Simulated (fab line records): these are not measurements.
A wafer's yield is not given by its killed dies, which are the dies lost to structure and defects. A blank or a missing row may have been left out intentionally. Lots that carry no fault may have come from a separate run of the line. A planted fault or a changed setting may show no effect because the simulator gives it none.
fab line records + flow sky130
[record]
- lots = 15
- wafers = 45
- lastDay = 50
route steps=708 shown SONOS_ONO@170 VIA2@530 VIA3@596 METAL5@667 PAD_OPEN@708
lots that met no fault: from a run of the same line without faults
startH: start of the lot's first displayed wafer, in hours after the record's first day + waitH: hours elapsed since this lot's preceding step + " unchanged from the row above + L1.1+2: a single row standing in for several wafers + - no value, or no start was given + * or withheld: withheld + < > ~ a bound
route shown NAME@n: a module of which the file shows steps, and the number in the route of the first + usual: the fault-free wafers' mean and standard deviation + same: alike in all rows + chamber/n: place in a boat + sites: per-site readings + _std_site: the standard deviation of these + _edge_site: mean of outer sites minus mean of inner sites + radiusMm: for every site, how far away it sits from the centre of the wafer + mask NAME#n: copy n + behind: tool/chamber where the wafer was last shaped + hold: the reason the lot was held/the length of the hold in hours/how it ended + device: names the non-switching transistor (n, p or np) + end of line: the same wafers' tests at the end of the route + a step given without rows: its recipe and nothing more + killed: at the first sort, the dies lost to defects and structure; wafer yield is something else + map: a wafer's dies, x killed, . not, _ none there
set.NAME: setting as actually run; set.NAME@STEP: the setting as run at that earlier step + model.NAME: the simulator's own value behind a step, which no gauge read
one table for each step of the route and one row for each wafer, over a sample of lots
services: the hour from which a tool's chamber was out of use, counted from the record's first day as startH (under 0 if before that day), plus the number of hours and why
[[steps]]
[step SKY_SONOS_ONO_CVD_02]
[recipe]
- material = Si3N4
- precursor = DCS/NH3
- targetThkNm = 10.5
- tempC = 770
- timeS = 180
- pressureMtorr = 250
[usual]
- spikeTcLowerC = 770.5/1.4
| lot.wafer | tool     | chamber | startH | waitH | spikeTcLowerC |
|-----------|----------|---------|--------|-------|---------------|
| L294.2    | lpcvd-02 | 1       | 265.65 | 0.8   | 769.4         |
| L294.3    | "        | 1       | "      | "     | 769.9         |
| L294.6    | "        | 1       | "      | "     | 769.3         |
| L295.1    | lpcvd-02 | 0       | 269.91 | 2.5   | 770.2         |
| L295.2    | "        | 0       | "      | "     | 770.6         |
| L295.3    | "        | 0       | "      | "     | 772.5         |
| L296.1    | lpcvd-02 | 0       | 275.20 | 0.1   | 773.1         |
| L296.3    | "        | 0       | "      | "     | 772.1         |
| L296.4    | "        | 0       | "      | "     | 770.5         |
| L297.2    | lpcvd-02 | 0       | 292.08 | 0.2   | 771.1         |
| L297.3    | "        | 0       | "      | "     | 770.0         |
| L297.5    | "        | 0       | "      | "     | 769.2         |
| L298.2    | lpcvd-02 | 1       | 295.26 | 0.5   | 768.3         |
| L298.3    | "        | 1       | "      | "     | 769.4         |
| L298.6    | "        | 1       | "      | "     | 771.3         |
| L299.1    | lpcvd-02 | 1       | 301.97 | 0.1   | 769.1         |
| L299.2    | "        | 1       | "      | "     | 770.5         |
| L299.4    | "        | 1       | "      | "     | 771.0         |
| L300.3    | lpcvd-02 | 0       | 309.22 | 0.3   | 773.2         |
| L300.4    | "        | 0       | "      | "     | 772.7         |
| L300.6    | "        | 0       | "      | "     | 771.3         |
| L301.2    | lpcvd-02 | 1       | 315.63 | 0.0   | 769.1         |
| L301.4    | "        | 1       | "      | "     | 770.2         |
| L301.6    | "        | 1       | "      | "     | 770.8         |
| L302.1    | lpcvd-02 | 1       | 338.46 | 14.4  | 772.0         |
| L302.4    | "        | 1       | "      | "     | 768.5         |
| L302.6    | "        | 1       | "      | "     | 768.4         |
| L303.1    | lpcvd-02 | 0       | 338.46 | 6.3   | 769.9         |
| L303.2    | "        | 0       | "      | "     | 772.3         |
| L303.4    | "        | 0       | "      | "     | 773.0         |
| L304.3    | lpcvd-02 | 0       | 345.07 | 2.5   | 771.9         |
| L304.5    | "        | 0       | "      | "     | 771.2         |
| L304.6    | "        | 0       | "      | "     | 772.1         |
| L305.1    | lpcvd-02 | 1       | 354.02 | 2.0   | 767.4         |
| L305.3    | "        | 1       | "      | "     | 768.2         |
| L305.5    | "        | 1       | "      | "     | 770.7         |
| L314.1    | lpcvd-02 | 1       | 419.42 | 0.1   | 770.0         |
| L314.3    | "        | 1       | "      | "     | 769.6         |
| L314.4    | "        | 1       | "      | "     | 768.5         |
| L315.4    | lpcvd-02 | 0       | 445.42 | 0.0   | 774.1         |
| L315.5    | "        | 0       | "      | "     | 770.2         |
| L315.6    | "        | 0       | "      | "     | 771.6         |
| L316.1    | lpcvd-02 | 1       | 447.12 | 0.1   | 769.5         |
| L316.3    | "        | 1       | "      | "     | 770.2         |
| L316.6    | "        | 1       | "      | "     | 768.5         |
[step SKY_VIA2_THK_MEAS_23]
[recipe]
- thkMeasGauge = xrf
- reads = W_of_VIA2_CVD_21
[usual]
- VIA2_W_THK = 424/9.3
| lot.wafer | tool         | chamber | startH  | waitH | VIA2_W_THK[nm] |
|-----------|--------------|---------|---------|-------|----------------|
| L294.2    | filmMetro-02 | -       | 869.72  | 0.1   | 410            |
| L294.3    | "            | -       | "       | "     | 407            |
| L294.6    | "            | -       | "       | "     | 413            |
| L295.1    | filmMetro-02 | -       | 873.01  | 0.1   | 411            |
| L295.2    | "            | -       | "       | "     | 419            |
| L295.3    | "            | -       | "       | "     | 409            |
| L296.1    | filmMetro-04 | -       | 876.59  | 0.1   | 416            |
| L296.3    | "            | -       | "       | "     | 421            |
| L296.4    | "            | -       | "       | "     | 419            |
| L297.2    | filmMetro-01 | -       | 889.11  | 0.1   | 441            |
| L297.3    | "            | -       | "       | "     | 437            |
| L297.5    | "            | -       | "       | "     | 437            |
| L298.2    | filmMetro-04 | -       | 892.16  | 0.1   | 417            |
| L298.3    | "            | -       | "       | "     | 422            |
| L298.6    | "            | -       | "       | "     | 419            |
| L299.1    | filmMetro-01 | -       | 900.15  | 0.1   | 433            |
| L299.2    | "            | -       | "       | "     | 437            |
| L299.4    | "            | -       | "       | "     | 428            |
| L300.3    | filmMetro-04 | -       | 911.47  | 0.1   | 422            |
| L300.4    | "            | -       | "       | "     | 425            |
| L300.6    | "            | -       | "       | "     | 421            |
| L301.2    | filmMetro-02 | -       | 914.31  | 0.1   | 428            |
| L301.4    | "            | -       | "       | "     | 427            |
| L301.6    | "            | -       | "       | "     | 421            |
| L302.1    | filmMetro-02 | -       | 934.65  | 0.1   | 423            |
| L302.4    | "            | -       | "       | "     | 428            |
| L302.6    | "            | -       | "       | "     | 420            |
| L303.1    | filmMetro-04 | -       | 935.84  | 0.1   | 428            |
| L303.2    | "            | -       | "       | "     | 417            |
| L303.4    | "            | -       | "       | "     | 422            |
| L304.3    | filmMetro-02 | -       | 942.46  | 0.1   | 418            |
| L304.5    | "            | -       | "       | "     | 415            |
| L304.6    | "            | -       | "       | "     | 420            |
| L305.1    | filmMetro-02 | -       | 946.96  | 0.1   | 417            |
| L305.3    | "            | -       | "       | "     | 418            |
| L305.5    | "            | -       | "       | "     | 414            |
| L314.1    | filmMetro-01 | -       | 1001.02 | 0.1   | 441            |
| L314.3    | "            | -       | "       | "     | 444            |
| L314.4    | "            | -       | "       | "     | 448            |
| L316.1    | filmMetro-01 | -       | 1020.64 | 0.1   | 440            |
| L316.3    | "            | -       | "       | "     | 440            |
| L316.6    | "            | -       | "       | "     | 436            |
| L315.4    | filmMetro-04 | -       | 1025.66 | 0.1   | 426            |
| L315.5    | "            | -       | "       | "     | 422            |
| L315.6    | "            | -       | "       | "     | 426            |
[step SKY_VIA3_THK_MEAS_23]
[recipe]
- thkMeasGauge = xrf
- reads = W_of_VIA3_CVD_21
[usual]
- VIA3_W_THK = 397/7.4
| lot.wafer | tool         | chamber | startH  | waitH | VIA3_W_THK[nm] |
|-----------|--------------|---------|---------|-------|----------------|
| L294.2    | filmMetro-01 | -       | 948.98  | 0.1   | 400            |
| L294.3    | "            | -       | "       | "     | 395            |
| L294.6    | "            | -       | "       | "     | 396            |
| L295.1    | filmMetro-04 | -       | 951.38  | 0.1   | 394            |
| L295.2    | "            | -       | "       | "     | 385            |
| L295.3    | "            | -       | "       | "     | 394            |
| L296.1    | filmMetro-03 | -       | 955.54  | 0.1   | 394            |
| L296.3    | "            | -       | "       | "     | 392            |
| L296.4    | "            | -       | "       | "     | 395            |
| L297.2    | filmMetro-04 | -       | 967.07  | 0.1   | 385            |
| L297.3    | "            | -       | "       | "     | 385            |
| L297.5    | "            | -       | "       | "     | 384            |
| L298.2    | filmMetro-04 | -       | 970.40  | 0.1   | 389            |
| L298.3    | "            | -       | "       | "     | 387            |
| L298.6    | "            | -       | "       | "     | 387            |
| L299.1    | filmMetro-01 | -       | 976.86  | 0.1   | 397            |
| L299.2    | "            | -       | "       | "     | 403            |
| L299.4    | "            | -       | "       | "     | 399            |
| L300.3    | filmMetro-04 | -       | 989.17  | 0.1   | 399            |
| L300.4    | "            | -       | "       | "     | 390            |
| L300.6    | "            | -       | "       | "     | 396            |
| L301.2    | filmMetro-01 | -       | 991.66  | 0.1   | 397            |
| L301.4    | "            | -       | "       | "     | 402            |
| L301.6    | "            | -       | "       | "     | 394            |
| L302.1    | filmMetro-03 | -       | 1010.22 | 0.1   | 392            |
| L302.4    | "            | -       | "       | "     | 392            |
| L302.6    | "            | -       | "       | "     | 396            |
| L303.1    | filmMetro-01 | -       | 1011.32 | 0.1   | 395            |
| L303.2    | "            | -       | "       | "     | 401            |
| L303.4    | "            | -       | "       | "     | 405            |
| L304.3    | filmMetro-01 | -       | 1017.23 | 0.1   | 399            |
| L304.5    | "            | -       | "       | "     | 402            |
| L304.6    | "            | -       | "       | "     | 396            |
| L305.1    | filmMetro-03 | -       | 1021.68 | 0.1   | 403            |
| L305.3    | "            | -       | "       | "     | 405            |
| L305.5    | "            | -       | "       | "     | 405            |
| L314.1    | filmMetro-01 | -       | 1074.23 | 0.1   | 411            |
| L314.3    | "            | -       | "       | "     | 411            |
| L314.4    | "            | -       | "       | "     | 411            |
| L316.1    | filmMetro-01 | -       | 1091.33 | 0.1   | 403            |
| L316.3    | "            | -       | "       | "     | 402            |
| L316.6    | "            | -       | "       | "     | 406            |
| L315.4    | filmMetro-01 | -       | 1096.33 | 0.1   | 408            |
| L315.5    | "            | -       | "       | "     | 408            |
| L315.6    | "            | -       | "       | "     | 404            |
[step SKY_METAL5_THK_MEAS_06]
[recipe]
- thkMeasGauge = xrf
- reads = AlCu_of_METAL5_SPUTTER_02
[usual]
- METAL5_ALCU_THK = 1175/15
| lot.wafer | tool         | chamber | startH  | waitH | METAL5_ALCU_THK[nm] |
|-----------|--------------|---------|---------|-------|---------------------|
| L294.2    | filmMetro-03 | -       | 1024.88 | 0.1   | 1180                |
| L294.3    | "            | -       | "       | "     | 1173                |
| L294.6    | "            | -       | "       | "     | 1181                |
| L295.1    | filmMetro-03 | -       | 1027.25 | 0.1   | 1186                |
| L295.2    | "            | -       | "       | "     | 1190                |
| L295.3    | "            | -       | "       | "     | 1190                |
| L296.1    | filmMetro-02 | -       | 1030.24 | 0.1   | 1154                |
| L296.3    | "            | -       | "       | "     | 1155                |
| L296.4    | "            | -       | "       | "     | 1172                |
| L297.2    | filmMetro-03 | -       | 1044.26 | 0.1   | 1206                |
| L297.3    | "            | -       | "       | "     | 1200                |
| L297.5    | "            | -       | "       | "     | 1191                |
| L298.2    | filmMetro-02 | -       | 1045.76 | 0.1   | 1174                |
| L298.3    | "            | -       | "       | "     | 1174                |
| L298.6    | "            | -       | "       | "     | 1176                |
| L299.1    | filmMetro-02 | -       | 1051.31 | 0.1   | 1174                |
| L299.2    | "            | -       | "       | "     | 1177                |
| L299.4    | "            | -       | "       | "     | 1167                |
| L300.3    | filmMetro-03 | -       | 1061.62 | 0.1   | 1213                |
| L300.4    | "            | -       | "       | "     | 1217                |
| L300.6    | "            | -       | "       | "     | 1220                |
| L301.2    | filmMetro-03 | -       | 1067.34 | 0.1   | 1194                |
| L301.4    | "            | -       | "       | "     | 1181                |
| L301.6    | "            | -       | "       | "     | 1192                |
| L302.1    | filmMetro-02 | -       | 1081.20 | 0.1   | 1174                |
| L302.4    | "            | -       | "       | "     | 1170                |
| L302.6    | "            | -       | "       | "     | 1162                |
| L303.1    | filmMetro-02 | -       | 1082.77 | 0.1   | 1163                |
| L303.2    | "            | -       | "       | "     | 1155                |
| L303.4    | "            | -       | "       | "     | 1162                |
| L304.3    | filmMetro-02 | -       | 1087.47 | 0.1   | 1167                |
| L304.5    | "            | -       | "       | "     | 1167                |
| L304.6    | "            | -       | "       | "     | 1160                |
| L305.1    | filmMetro-03 | -       | 1092.57 | 0.1   | 1179                |
| L305.3    | "            | -       | "       | "     | 1182                |
| L305.5    | "            | -       | "       | "     | 1167                |
| L314.1    | filmMetro-02 | -       | 1139.97 | 0.1   | 1172                |
| L314.3    | "            | -       | "       | "     | 1161                |
| L314.4    | "            | -       | "       | "     | 1157                |
| L316.1    | filmMetro-02 | -       | 1156.43 | 0.1   | 1163                |
| L316.3    | "            | -       | "       | "     | 1148                |
| L316.6    | "            | -       | "       | "     | 1167                |
| L315.4    | filmMetro-04 | -       | 1159.51 | 0.1   | 1156                |
| L315.5    | "            | -       | "       | "     | 1154                |
| L315.6    | "            | -       | "       | "     | 1166                |
[step SKY_PAD_OPEN_PROBE_99]
[usual]
- killed_at_M0_to_M3 = 44/7.4
- killed_at_M4_up = 3.0/1.8
- killedAtContacts = 24/5.1
- killedAtFrontEnd = 15/4.3
- killedAtOther = 0.3/0.54
- killedDies = 86/9.9
- killedOpen = 47/7.1
- killedShort = 38/6.7
[same]
- grossDies = 492
- killedAtBackSide = 0
| lot.wafer | tool      | chamber | startH  | waitH | killed_at_M0_to_M3 | killed_at_M4_up | killedAtContacts | killedAtFrontEnd | killedAtOther | killedDies | killedOpen | killedShort |
|-----------|-----------|---------|---------|-------|--------------------|-----------------|------------------|------------------|---------------|------------|------------|-------------|
| L302.1    | prober-01 | -       | 1143.98 | 0.1   | 50                 | 4               | 23               | 44               | 1             | 122        | 51         | 39          |
| L302.4    | prober-01 | -       | 1144.13 | 0.2   | 34                 | 5               | 29               | 45               | 1             | 114        | 37         | 46          |
| L302.6    | prober-01 | -       | 1144.23 | 0.2   | 45                 | 1               | 21               | 45               | 0             | 112        | 45         | 33          |
| L303.1    | prober-02 | -       | 1145.75 | 0.1   | 37                 | 2               | 20               | 45               | 0             | 104        | 38         | 33          |
| L303.2    | prober-02 | -       | 1145.80 | 0.1   | 38                 | 2               | 18               | 46               | 0             | 104        | 35         | 33          |
| L303.4    | prober-02 | -       | 1145.90 | 0.2   | 50                 | 4               | 23               | 55               | 0             | 132        | 48         | 41          |
| L304.3    | prober-01 | -       | 1149.58 | 0.2   | 40                 | 2               | 29               | 57               | 0             | 128        | 51         | 39          |
| L304.5    | prober-01 | -       | 1149.68 | 0.2   | 48                 | 3               | 24               | 49               | 0             | 124        | 41         | 43          |
| L304.6    | prober-01 | -       | 1149.73 | 0.2   | 42                 | 7               | 21               | 52               | 1             | 123        | 51         | 38          |
| L305.1    | prober-02 | -       | 1155.73 | 0.1   | 35                 | 2               | 28               | 47               | 0             | 112        | 46         | 35          |
| L305.3    | prober-02 | -       | 1155.83 | 0.2   | 39                 | 5               | 34               | 44               | 0             | 122        | 58         | 31          |
| L305.5    | prober-02 | -       | 1155.93 | 0.2   | 39                 | 2               | 27               | 47               | 0             | 115        | 46         | 38          |
// killed by level:class
L302.1 SONOS_ONO:unspecified=32 CONTACT:geometricParticle:open=11 VIA1:geometricParticle:short=9 VIA1:geometricParticle:open=8 METAL1:geometricParticle:short=7 VIA3:geometricParticle:open=7 LI_CONTACT:geometricParticle:open=5 VIA2:geometricParticle:open=5
L302.4 SONOS_ONO:unspecified=31 CONTACT:geometricParticle:open=9 LI_CONTACT:geometricParticle:short=8 FIELD_ISO:geometricParticle:short=7 METAL1:geometricParticle:short=7 VIA3:geometricParticle:open=6 CONTACT:geometricParticle:short=5 FIELD_ISO:geometricParticle:open=4
L302.6 SONOS_ONO:unspecified=34 VIA1:geometricParticle:open=10 VIA2:geometricParticle:open=10 LI_CONTACT:geometricParticle:open=8 POLY_GATE:geometricParticle:short=6 CONTACT:geometricParticle:open=6 METAL1:geometricParticle:short=6 VIA1:geometricParticle:short=5
L303.1 SONOS_ONO:unspecified=33 VIA2:geometricParticle:open=8 LI_CONTACT:geometricParticle:open=7 METAL2:geometricParticle:short=7 VIA1:geometricParticle:short=6 LOCAL_INTERCONNECT:geometricParticle:short=5 CONTACT:geometricParticle:open=5 VIA1:geometricParticle:open=5
L303.2 SONOS_ONO:unspecified=36 VIA1:geometricParticle:open=10 LI_CONTACT:geometricParticle:open=6 VIA2:geometricParticle:open=6 VIA1:geometricParticle:short=5 POLY_GATE:geometricParticle:short=4 POLY_GATE:geometricParticle:open=4 VIA2:geometricParticle:short=4
L303.4 SONOS_ONO:unspecified=43 VIA1:geometricParticle:open=12 VIA2:geometricParticle:open=8 LI_CONTACT:geometricParticle:short=7 CONTACT:geometricParticle:open=6 METAL1:geometricParticle:short=6 POLY_GATE:geometricParticle:open=5 CONTACT:geometricParticle:short=5
L304.3 SONOS_ONO:unspecified=38 CONTACT:geometricParticle:open=10 VIA1:geometricParticle:open=10 LI_CONTACT:geometricParticle:open=6 METAL2:geometricParticle:short=6 VIA3:geometricParticle:open=6 FIELD_ISO:geometricParticle:short=4 LI_CONTACT:geometricParticle:short=4
L304.5 SONOS_ONO:unspecified=40 CONTACT:geometricParticle:open=12 METAL1:geometricParticle:short=10 VIA1:geometricParticle:open=8 VIA1:geometricParticle:short=7 METAL2:geometricParticle:short=6 VIA2:geometricParticle:open=6 VIA3:geometricParticle:open=5
L304.6 SONOS_ONO:unspecified=34 VIA1:geometricParticle:open=12 VIA2:geometricParticle:open=11 CONTACT:geometricParticle:open=7 POLY_GATE:geometricParticle:short=5 LI_CONTACT:geometricParticle:open=5 FIELD_ISO:geometricParticle:open=4 LOCAL_INTERCONNECT:geometricParticle:short=4
L305.1 SONOS_ONO:unspecified=31 CONTACT:geometricParticle:open=11 LI_CONTACT:geometricParticle:open=7 CONTACT:geometricParticle:short=7 VIA2:geometricParticle:open=6 POLY_GATE:geometricParticle:open=5 VIA1:geometricParticle:open=5 METAL2:geometricParticle:short=5
L305.3 SONOS_ONO:unspecified=33 CONTACT:geometricParticle:open=14 VIA2:geometricParticle:open=11 VIA1:geometricParticle:open=9 LI_CONTACT:geometricParticle:open=7 CONTACT:geometricParticle:short=7 FIELD_ISO:geometricParticle:short=6 LI_CONTACT:geometricParticle:short=4
L305.5 SONOS_ONO:unspecified=31 VIA1:geometricParticle:open=11 CONTACT:geometricParticle:open=8 LI_CONTACT:geometricParticle:open=7 CONTACT:geometricParticle:short=7 VIA2:geometricParticle:open=7 FIELD_ISO:geometricParticle:open=6 METAL3:geometricParticle:short=5
[[services]]
| tool     | chamber | startH | hours | kind   |
|----------|---------|--------|-------|--------|
| lpcvd-02 | -       | 321.08 | 15.6  | pm     |
| lpcvd-02 | -       | 423.73 | 0.8   | repair |
[[key]]
[firstSign]
- step = SKY_PAD_OPEN_PROBE_99
- reading = killedAtFrontEnd
- direction = up
- sigmas = 7.7
- usual = 15
- struck = 48
[effect]
- step = SKY_PAD_OPEN_PROBE_99
- reading = killedDies
- direction = up
- sigmas = 3.2
- usual = 86
- struck = 118
metAt SKY_SONOS_ONO_CVD_02
struckLots L302,L303,L304,L305
testerLeftOut L302,L303,L304,L305
notActingAt SKY_VIA2_THK_MEAS_23,SKY_VIA3_THK_MEAS_23,SKY_METAL5_THK_MEAS_06
onsetBetween 315.63 338.46
[fault]
- kind = chamberParticleSource
- tool = lpcvd-02
- chamber = -
- onsetH = 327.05
- steps = SKY_SONOS_ONO_CVD_02
- ratePerVisitCm2 = 1.0665
- endH = 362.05
// testerLeftOut: of these lots the tester's yield and bins aren't shown, on N5 and GAA mostly nor the transistor test; their killed dies are dies lost to structure and defects alone, not to doping, threshold or leakage, so they don't give the yield
